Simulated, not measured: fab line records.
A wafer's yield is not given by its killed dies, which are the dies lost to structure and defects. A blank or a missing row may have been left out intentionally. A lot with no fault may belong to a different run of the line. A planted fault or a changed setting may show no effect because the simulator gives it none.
2 desks looking at one fault || flow sky130 || only its own numbers are on each desk; what lay behind them is given at the end

AT THE TOOL OWNER'S DESK: cmp-02
The tool's own readings at SKY_VIA1_CMP_02 (polishes SiO2): means of the sampled wafers that have a number, for each lot that ran on this tool. A lot is out of limits, marked OUT, if its mean lies more than 4 standard deviations from the usual mean; the brackets give that distance.
Columns: A = motor-current-A at SKY_VIA1_CMP_02, usual 12.5 A
{"lot": "L202", "first seen here": "day 33 00:31", "A": 12.8}
{"lot": "L204", "first seen here": "day 33 19:55", "A": 12.2}
{"lot": "L205", "first seen here": "day 34 03:37", "A": 13.1}
{"lot": "L208", "first seen here": "day 35 02:48", "A": 12.6}
{"lot": "L210", "first seen here": "day 35 17:34", "A": 13.4}
{"lot": "L213", "first seen here": "day 36 15:49", "A": 11.5}
{"lot": "L223", "first seen here": "day 39 11:31", "A": 12.2}
{"lot": "L225", "first seen here": "day 40 04:25", "A": 12.5}
Result from this desk: across the 8 lots, nothing is out of limits.

FROM THE METROLOGY DESK
Means of the sampled wafers that have a number, per lot and without regard to the tool the lot ran on: this is what the gauges read. A lot is out of limits, marked OUT, if its mean lies more than 4 standard deviations from the usual mean; the brackets give that distance.
Columns: A = cd-nm at SKY_METAL1_CD_MEAS_15, usual 140.0 nm; B = VIA1_BOW at SKY_VIA1_BOW_MEAS_03, usual 81 um
{"lot": "L202", "first seen here": "day 32 23:21", "A": 138.3, "B": 77}
{"lot": "L204", "first seen here": "day 33 18:48", "A": 138.7, "B": 81}
{"lot": "L206", "first seen here": "day 34 01:56", "A": 139.6, "B": 84}
{"lot": "L205", "first seen here": "day 34 02:30", "A": 140.1, "B": 80}
{"lot": "L208", "first seen here": "day 35 01:39", "A": 141.4, "B": 89}
{"lot": "L210", "first seen here": "day 35 16:25", "A": 138.8, "B": 80}
{"lot": "L211", "first seen here": "day 35 22:21", "A": 138.3, "B": 84}
{"lot": "L213", "first seen here": "day 36 14:44", "A": 139.8, "B": 84}
{"lot": "L217", "first seen here": "day 37 21:30", "A": 140.2, "B": 90}
{"lot": "L222", "first seen here": "day 39 01:50", "A": 141.8, "B": 82}
{"lot": "L223", "first seen here": "day 39 10:04", "A": 139.9, "B": 71}
{"lot": "L224", "first seen here": "day 39 17:00", "A": 139.7, "B": 79}
{"lot": "L225", "first seen here": "day 40 03:16", "A": 141.1, "B": 95}
Result from this desk: across the 13 lots, nothing is out of limits.

TAKEN TOGETHER
The tool owner's desk saw nothing out of limits.
The metrology desk saw nothing out of limits.

WHAT WAS PUT IN BY THE SIMULATOR
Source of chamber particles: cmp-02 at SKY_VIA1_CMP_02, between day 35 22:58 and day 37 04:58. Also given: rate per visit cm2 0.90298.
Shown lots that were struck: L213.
